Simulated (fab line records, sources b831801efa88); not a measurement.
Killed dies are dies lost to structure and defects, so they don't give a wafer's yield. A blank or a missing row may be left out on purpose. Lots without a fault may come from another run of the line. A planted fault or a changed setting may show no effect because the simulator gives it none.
Which tool did it? | flow sky130 | 6 lots, 18 wafers sampled, at 2 steps of a route of 708

WHAT THE GAUGES READ, wafer by wafer
SKY_FIELD_ISO_CD_MEAS_13: target cd 150 nm.
lot  | measured    | on        | cd_nm (nm)
L209 | day 2 13:26 | cd_sem-02 | 149.9 150.7 149.5
L213 | day 3 06:44 | cd_sem-02 | 151.6 150.9 149.9
L215 | day 3 16:50 | cd_sem-01 | 131.3 132.0 131.4
L224 | day 5 15:54 | cd_sem-02 | 152.0 150.3 150.9
L228 | day 6 12:44 | cd_sem-01 | 148.9 150.2 149.3
L230 | day 7 00:34 | cd_sem-02 | 152.4 151.2 152.7

WHICH TOOL RAN EACH LOT (tool, then ch and the chambers of the sampled wafers, then the start)
lot  | SKY_FIELD_ISO_EXPOSE_10
L209 | krf_scanner-02 ch 0, day 2 05:46
L213 | krf_scanner-01 ch 0, day 2 22:38
L215 | krf_scanner-02 ch 0, day 3 09:44
L224 | krf_scanner-02 ch 0, day 5 07:35
L228 | krf_scanner-02 ch 0, day 6 04:07
L230 | krf_scanner-01 ch 0, day 6 14:47
- SKY_FIELD_ISO_EXPOSE_10: exposes mask FOM, target cd 150 nm.

THE ANSWER, worked out from the rows above alone
Rule: what is usual is taken from the lots themselves. Put in order of their means at a reading, lots are off if they are a third of the lots or fewer, leave a main group of 4 or more, and stand apart from it by a gap of 3 or more times the standard deviation of the main group's means; of several such gaps the widest counts. A main group whose means are all the same, to the digits that the tables above print for the reading, isn't used. A lot without any number at a reading at which 4 lots or more have one is off too. The other lots that the step has rows for count as sound.
Off: L215, at SKY_FIELD_ISO_CD_MEAS_13 (cd_nm). The main group: mean 150.7 nm, standard deviation 0.9.
A tool fits if, at a process step before that reading, it ran every lot that is off, and no sound lot after the first of them. The gauges at SKY_FIELD_ISO_CD_MEAS_13 are tried like those tools. None of those tried fits.

WHAT THE SIMULATOR HAD PUT IN
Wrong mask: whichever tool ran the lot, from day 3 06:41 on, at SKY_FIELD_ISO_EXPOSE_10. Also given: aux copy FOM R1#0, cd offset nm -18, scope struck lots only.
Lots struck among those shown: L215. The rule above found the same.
